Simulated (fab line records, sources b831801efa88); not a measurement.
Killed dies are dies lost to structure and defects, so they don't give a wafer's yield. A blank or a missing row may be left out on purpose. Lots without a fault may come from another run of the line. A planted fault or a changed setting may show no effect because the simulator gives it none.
Chamber matching | flow sky130 | SKY_PASSIVATION_ETCH_11 on rie_diel-02: 4 sister chambers
The step etches the open film in CF4/O2, stops on AlCu, target depth 725 nm, time 161.1 s. 8 wafers are shown with their chamber, then 8 later ones without.

WAFERS WITH THEIR CHAMBER
wafer  | chamber | drypump_motor_current_A (A) | throttle_valve_pct (%)
L077.4 | 1       | 5.9                         | 5.955
L077.6 | 1       | 5.9                         | 5.949
L082.5 | 0       | 6.1                         | 5.975
L085.2 | 2       | 6.7                         | 5.972
L088.2 | 3       | 6.4                         | 5.966
L088.4 | 0       | 6.1                         | 5.966
L088.5 | 2       | 6.7                         | 5.978
L091.2 | 3       | 6.3                         | 5.975

WAFERS WITHOUT THEIR CHAMBER
wafer  | drypump_motor_current_A (A) | throttle_valve_pct (%)
L091.4 | 5.9                         | 5.962
L091.6 | 6.1                         | 5.955
L095.3 | 6.3                         | 5.963
L095.5 | 6.7                         | 5.969
L095.6 | 5.9                         | 5.957
L096.3 | 5.9                         | 5.972
L096.4 | 6.7                         | 5.951
L096.5 | 6.1                         | 5.967

WHICH CHAMBER EACH WENT THROUGH
wafer  | from the rows above     | in truth
L091.4 | 1                       | 1
L091.6 | 0                       | 0
L095.3 | 3                       | 3
L095.5 | 2                       | 2
L095.6 | 1                       | 1
L096.3 | can't be placed: 1 or 0 | 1
L096.4 | 2                       | 2
L096.5 | 0                       | 0
Placed correctly: 7 of 8. Can't be placed from these rows: 1 (the true chamber is among the candidates in 1). Placed wrongly: 0.
How it was worked out, from the rows above alone: a wafer's distance from a chamber is the root of the sum, over the readings, of the square of ((its reading less the chamber's mean) divided by the reading's scatter). The wafer belongs to the nearest chamber; if the next one is less than 2 further off, it can't be placed. A chamber's mean is the mean of its shown wafers. The scatter: the root of (the sum of the squares of (reading less its chamber's mean) over the shown wafers, divided by (wafers less chambers)).
